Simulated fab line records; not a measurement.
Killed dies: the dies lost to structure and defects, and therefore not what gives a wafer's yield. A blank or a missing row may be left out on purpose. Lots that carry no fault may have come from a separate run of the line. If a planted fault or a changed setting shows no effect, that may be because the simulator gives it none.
A struck lot beside a sound one -- flow sky130 -- 25 out of 708 route steps
Sound: wafers L690.3, L690.4, L690.6. Wafers struck: L701.1, L701.3, L701.5. Last of all comes the cause.
Per side, at each step with rows, come the tool, then ch with its chambers, and then its first start. Under that, the readings that differ: sound wafers -- struck wafers -- difference of the means -- sigmas: that difference in standard deviations of wafers without a fault.
alike: readings with means less than 2 such deviations apart, plus words and numbers identical on both sides. not compared: withheld readings, readings lacking a value on some wafer, bounds such as >300 that could conceal the same value, and numbers that have no deviation in the record and whose values overlap.
Wherever a step has rows on one side only, a row that says differs or no value, or a row with sigmas, the two part there. Numbers that have no deviation but don't overlap get no sigmas and don't part them. A reading that every wafer of one side lacks parts them only if that side has two wafers or more.

first, 7 steps without rows for these wafers: SKY_FIELD_ISO_HMDS_06 (prime time 60 s); SKY_FIELD_ISO_COAT_07 (resist thk 60 nm); SKY_FIELD_ISO_COAT_08 (resist thk 450 nm); SKY_FIELD_ISO_SOFTBAKE_09 (time 90 s); SKY_FIELD_ISO_EXPOSE_10 (exposes mask FOM, target cd 150 nm); SKY_FIELD_ISO_PEB_11; SKY_FIELD_ISO_DEVELOP_12 (develop time 60 s).
SKY_FIELD_ISO_CD_MEAS_13 targets a cd of 150 nm.
  sound on cd_sem-01 at day 3 11:00; struck on cd_sem-02 at day 5 21:13
  alike: cd_nm
SKY_FIELD_ISO_ETCH_14: etches BARC in N2/H2, stops on SiO2, time 45.9 s, target depth 60 nm.
  sound on rie_diel-03 ch 2,3, day 3 11:05; struck on rie_diel-04 ch 0,3, day 5 21:20
  alike: drypump_motor_current_A, oes_product_au, run_length_s, throttle_valve_pct
  not compared: rf_hours_counter_h
SKY_FIELD_ISO_ETCH_15: etches the open film in CHF3/O2, stops on Si, target depth 180 nm, time 72 s.
  sound on rie_diel-03 ch 2,3, day 3 11:07; struck on rie_diel-04 ch 0,3, day 5 21:22
  alike: drypump_motor_current_A, oes_product_au, run_length_s, throttle_valve_pct
  not compared: rf_hours_counter_h
SKY_FIELD_ISO_STRIP_16: strips in O2/N2.
  sound on plasma_asher-01 ch 0,1, day 3 11:13; struck on plasma_asher-01 ch 1, day 5 21:26
  alike: drypump_motor_current_A, oes_product_au, strip_time_to_endpoint_s
  not compared: rf_hours_counter_h
SKY_FIELD_ISO_ETCH_17: etches Si in HBr/Cl2/O2, target depth 342 nm, time 97.7 s.
  sound on rie_si-01 ch 0,1,2, day 3 11:17; struck on rie_si-01 ch 0,1,3, day 5 21:32
  alike: drypump_motor_current_A, oes_product_au, run_length_s, throttle_valve_pct
  not compared: rf_hours_counter_h
SKY_FIELD_ISO_WET_ETCH_18: etches Si3N4 in H3PO4, target depth 25 nm, time 286 s.
  sound on wet_bench-04 ch 1, day 3 11:21; struck on wet_bench-01 ch 2, day 5 21:36
reading,sound,struck,difference,sigmas
run_length_s (s),318 318 318,512 512 512,+194,+50
model.Si3N4_of_FIELD_ISO_CVD_03.thk_nm (nm),125 125.1 126.3,107.5 108.3 104.9,-18.6,
then, 4 steps without rows for these wafers: SKY_FIELD_ISO_CLEAN_19 (cleans in SC1/SC2, time 150 s); SKY_FIELD_ISO_CLEAN_20 (cleans in dHF, time 20 s); SKY_FIELD_ISO_WET_ETCH_21 (etches SiO2 in dHF, target depth 20 nm, time 400 s); SKY_FIELD_ISO_OXIDATION_22 (stabilise 600 s, purge 300 s, target thk 10 nm).
SKY_FIELD_ISO_THK_MEAS_23:
  sound on film_metro-04 at day 3 12:50; struck on film_metro-04 at day 5 23:23
  alike: FIELD_ISO_OXIDATION_01_THK
then, 1 step without rows for these wafers: SKY_FIELD_ISO_CVD_24 (deposits SiO2, target thk 595 nm, time 99.2 s).
SKY_FIELD_ISO_THK_MEAS_25:
  sound on film_metro-03 at day 3 12:58; struck on film_metro-03 at day 5 23:31
  alike: FIELD_ISO_CVD_24_THK
then, 1 step without rows for these wafers: SKY_FIELD_ISO_ANNEAL_26 (time 1800 s).
SKY_FIELD_ISO_CMP_27: polishes, stops on Si3N4, t overpolish 16 s, target thk 457.8 nm.
  sound on cmp-01 ch 1,2,3, day 3 14:46; struck on cmp-02 ch 1,2,3, day 6 01:05
  alike: head_pressure_psi, motor_current_A
SKY_FIELD_ISO_WET_ETCH_28: etches SiO2 in dHF, target depth 23.7 nm, time 47 s.
  sound on wet_bench-04 ch 2, day 3 14:58; struck on wet_bench-01 ch 3, day 6 01:23
reading,sound,struck,difference,sigmas
model.Si3N4_of_FIELD_ISO_CVD_03.thk_nm (nm),119 119.2 120.3,101.6 102.4 98.99,-18.5,
  alike: run_length_s
then, 1 step without rows for these wafers: SKY_FIELD_ISO_WET_ETCH_29 (etches Si3N4 in H3PO4, target depth 160 nm, time 1825 s).
-- a jump in the record: the struck wafers' starts before and after are 44 days apart (it breaks off in module FIELD_ISO and resumes in module PAD_OPEN, where the first step shown is number 708 of the route) --
SKY_PAD_OPEN_PROBE_99:
  sound on prober-02 at day 47 04:58; struck on prober-02 at day 49 20:20
reading,sound,struck,difference,sigmas
model.etest.res_p_drift_20v.line_ohm_um,1.153e+04 1.133e+04 1.098e+04,1.048e+04 1.087e+04 1.048e+04,-6.700e+02,
model.etest.res_p_drift_20v.rs_ohm_sq,9673 9467 9074,8685 9066 8899,-521,
model.etest.pfet_16v.r_on_ohm_um,1.567e+04 1.526e+04 1.5e+04,1.468e+04 1.477e+04 1.471e+04,-5.900e+02,
model.etest.res_iso_pwell.rs_ohm_sq,3422 3295 3142,2622 2722 2678,-612,
model.etest.cap_li_to_poly.c_af_um2,98.63 100.7 97.95,92.23 94.14 93.62,-5.76,
  alike: killed_at_M0_to_M3, killed_at_M4_up, killed_at_contacts, killed_at_front_end, killed_at_other, killed_dies, killed_open, killed_short
  not compared: model.etest.res_nwell.rs_ohm_sq, model.etest.cap_poly_to_well.c_af_um2, model.etest.field_p.vt_v

## WHERE THEY PART
Only at SKY_FIELD_ISO_WET_ETCH_18, within this record. Later steps at which nothing parts them and some readings are alike: SKY_FIELD_ISO_THK_MEAS_23, SKY_FIELD_ISO_THK_MEAS_25, SKY_FIELD_ISO_CMP_27, SKY_FIELD_ISO_WET_ETCH_28, SKY_PAD_OPEN_PROBE_99.

WHY: what the simulator had put in
wet_bench-01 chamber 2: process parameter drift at SKY_FIELD_ISO_WET_ETCH_18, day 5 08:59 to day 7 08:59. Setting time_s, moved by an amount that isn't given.
